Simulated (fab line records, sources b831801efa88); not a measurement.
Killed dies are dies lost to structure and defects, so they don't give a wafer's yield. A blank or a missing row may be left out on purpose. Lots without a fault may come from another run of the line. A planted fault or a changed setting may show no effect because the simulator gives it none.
A struck lot beside a sound one | flow sky130 | 16 steps out of a route of 708
Sound: wafers L252.1, L252.2, L252.4. Struck: wafers L266.1, L266.3, L266.5. The cause comes at the end.
At each step with rows: each side's tool, then ch and its chambers, then its first start. Under that, the readings that differ: sound wafers | struck wafers | difference of the means | sigmas: that difference in standard deviations of wafers without a fault.
alike: readings whose means differ by less than 2 such deviations, and words and numbers that are the same on both sides. not compared: withheld readings, readings that some wafer has no value for, bounds like >300 that may hide the same value, and numbers for which the record gives no deviation and whose values overlap.
The two part at a step that has a row with sigmas, a row that says differs or no value, or rows on one side only. Numbers that don't overlap but have no deviation are shown without sigmas and don't part them. A reading that every wafer of one side lacks parts them only if that side has two wafers or more.

first, 2 steps without rows for these wafers: SKY_VT_ADJUST_LVTN_PEB_16; SKY_VT_ADJUST_LVTN_DEVELOP_17 (develop time 60 s).
SKY_VT_ADJUST_LVTN_OVL_MEAS_18:
  sound on overlay-01, day 8 01:11; struck on overlay-01, day 11 22:02
  alike: VT_ADJUST_LVTN_01_OVL
then, 1 step without rows for these wafers: SKY_VT_ADJUST_LVTN_IMPLANT_19.
SKY_VT_ADJUST_LVTN_STRIP_20: strips in O2/N2.
  sound on plasma_asher-03 ch 0,1, day 8 01:22; struck on plasma_asher-04 ch 0,1, day 11 22:22
  alike: drypump_motor_current_A, oes_product_au, strip_time_to_endpoint_s
  not compared: rf_hours_counter_h
SKY_VT_ADJUST_LVTN_TW_MEAS_21:
  sound on film_metro-04, day 8 01:28; struck on film_metro-04, day 11 22:28
  alike: VT_ADJUST_LVTN_2_TW
then, 6 steps without rows for these wafers: SKY_VT_ADJUST_NCORE_DEHYDRATE_00 (time 60 s); SKY_VT_ADJUST_NCORE_HMDS_01 (prime time 60 s); SKY_VT_ADJUST_NCORE_COAT_02 (resist thk 1140 nm); SKY_VT_ADJUST_NCORE_SOFTBAKE_03 (time 60 s); SKY_VT_ADJUST_NCORE_EXPOSE_04 (exposes mask LVTN COMPLEMENT THIN, target cd 380 nm); SKY_VT_ADJUST_NCORE_PEB_05.
SKY_VT_ADJUST_NCORE_DEVELOP_06: develop time 60 s.
  sound on litho_track-03 ch 0, day 8 22:33; struck on litho_track-04 ch 0, day 12 21:53
SKY_VT_ADJUST_NCORE_CD_MEAS_07: target cd 380 nm.
  sound on cd_sem-02, day 8 22:42; struck on cd_sem-02, day 12 22:02
  reading    | sound             | struck            | difference | sigmas
  cd_nm (nm) | 377.8 378.1 380.4 | 365.0 364.9 365.4 | -13.7      | -6
SKY_VT_ADJUST_NCORE_OVL_MEAS_08:
  sound on overlay-01, day 8 22:49; struck on overlay-01, day 12 22:10
  alike: VT_ADJUST_NCORE_OVL
-- the record jumps here: 36 days lie between the struck wafers' starts before and after (it left off in module VT_ADJUST_NCORE and takes up again in module PAD_OPEN, whose first step shown is number 708 of the route) --
SKY_PAD_OPEN_PROBE_99:
  sound on prober-02, day 46 02:55; struck on prober-01, day 49 08:38
  alike: killed_at_M0_to_M3, killed_at_M4_up, killed_at_contacts, killed_at_front_end, killed_at_other, killed_dies, killed_open, killed_short

WHERE THEY PART
Only at SKY_VT_ADJUST_NCORE_CD_MEAS_07, within this record. Later steps at which nothing parts them and some readings are alike: SKY_VT_ADJUST_NCORE_OVL_MEAS_08, SKY_PAD_OPEN_PROBE_99.

WHY: what the simulator had put in
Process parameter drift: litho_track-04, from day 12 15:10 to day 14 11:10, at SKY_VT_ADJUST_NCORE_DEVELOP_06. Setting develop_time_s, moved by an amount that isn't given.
